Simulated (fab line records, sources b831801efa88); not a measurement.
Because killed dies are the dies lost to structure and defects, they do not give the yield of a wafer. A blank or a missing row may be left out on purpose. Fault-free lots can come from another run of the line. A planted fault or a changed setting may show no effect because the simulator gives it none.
Comparing a struck lot with a sound one ; flow sfq-line ; 13 steps out of a route of 325
Sound: the wafers L978.2, L978.3, L978.4. Wafers struck: L992.1, L992.3, L992.5. The cause is given at the end.
Each step with rows lists, per side, the tool, then ch with its chambers, then its first start. Under that, the readings that differ: sound wafers ; struck wafers ; difference of the means ; sigmas: that difference in standard deviations of wafers without a fault.
alike: a reading whose means differ by less than 2 such deviations, as well as words and numbers matching on both sides. not compared: withheld readings; readings where some wafer has no value; bounds like >300 that might hide an equal value; numbers whose values overlap and for which the record gives no deviation.
A row with sigmas, a row that says differs or no value, or rows on one side alone: a step with any of these is where the two part. Numbers that have no deviation but don't overlap get no sigmas and don't part them. A reading that every wafer of one side lacks parts them only if that side has two wafers or more.

SFQ_TRILAYER_M1_DEP_SPUTTER_037: material Nb, target thk 200 nm, time 133.3 s.
  sound: pvd-sputter-03 at day 10 12:00; struck: pvd-sputter-04 at day 14 16:13
  alike: throttle-valve-pct
SFQ_M1_RS_MEAS_909: uses a four-point probe to measure.
  sound: film-metro-01 at day 10 12:07; struck: film-metro-01 at day 14 16:18
  alike: M1_NB_RS
then, 6 steps without rows for these wafers: SFQ_TRILAYER_M1_LITHO_COAT_044 (resist thk 62 nm); SFQ_TRILAYER_M1_LITHO_COAT_039 (resist thk 600 nm); SFQ_TRILAYER_M1_LITHO_SOFTBAKE_043; SFQ_TRILAYER_M1_LITHO_EXPOSE_040 (exposes mask M1, target cd 500 nm); SFQ_TRILAYER_M1_LITHO_PEB_042 (peb time 60 s); SFQ_TRILAYER_M1_LITHO_DEVELOP_041 (time 60 s).
-- the record jumps here: 3 days lie between the struck wafers' starts before and after --
SFQ_M1_OVL_MEAS_911:
  sound: overlay-01 at day 12 19:16; struck: overlay-01 at day 17 07:14
  alike: M1_OVL
SFQ_TRILAYER_M1_BARC_OPEN_METAL_ETCH_054: etches BARC in O2, target depth 125 nm, time 41.7 s.
  sound on rie-metal-03 ch 0,1, day 12 19:18; struck on rie-metal-03 ch 0,1, day 17 07:16
  alike: drypump-motor-current-A, oes-product-au
  not compared: rf-hours-counter-h
SFQ_TRILAYER_M1_ETCH_METAL_ETCH_042: etches Nb in Cl2/Ar, stops on SiO2, target depth 240 nm, time 120 s.
  sound on rie-metal-03 ch 0,1, day 12 19:22; struck on rie-metal-03 ch 0,1, day 17 07:20
  alike: drypump-motor-current-A, oes-product-au
  not compared: rf-hours-counter-h
SFQ_TRILAYER_M1_STRIP_STRIP_043: strips in O2.
  sound on rie-metal-03 ch 0,1, day 12 19:29; struck on rie-metal-03 ch 0,1, day 17 07:28
reading;sound;struck;difference;sigmas
chamber-pressure-mTorr (mTorr);49.92 50.01 49.99;60.01 59.99 59.98;+10.02;+99 or more
  alike: drypump-motor-current-A, oes-product-au
  not compared: rf-hours-counter-h
then, 1 step without rows for these wafers: SFQ_TRILAYER_M1_STRIP_SOLV_CLEAN_044 (cleans in NMP, time 600 s).

## WHERE THEY PART
SFQ_TRILAYER_M1_STRIP_STRIP_043 only, going by this record.

WHY: what the simulator had put in
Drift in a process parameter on rie-metal-03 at SFQ_TRILAYER_M1_STRIP_STRIP_043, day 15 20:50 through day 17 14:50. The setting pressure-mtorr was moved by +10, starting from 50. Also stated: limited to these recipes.
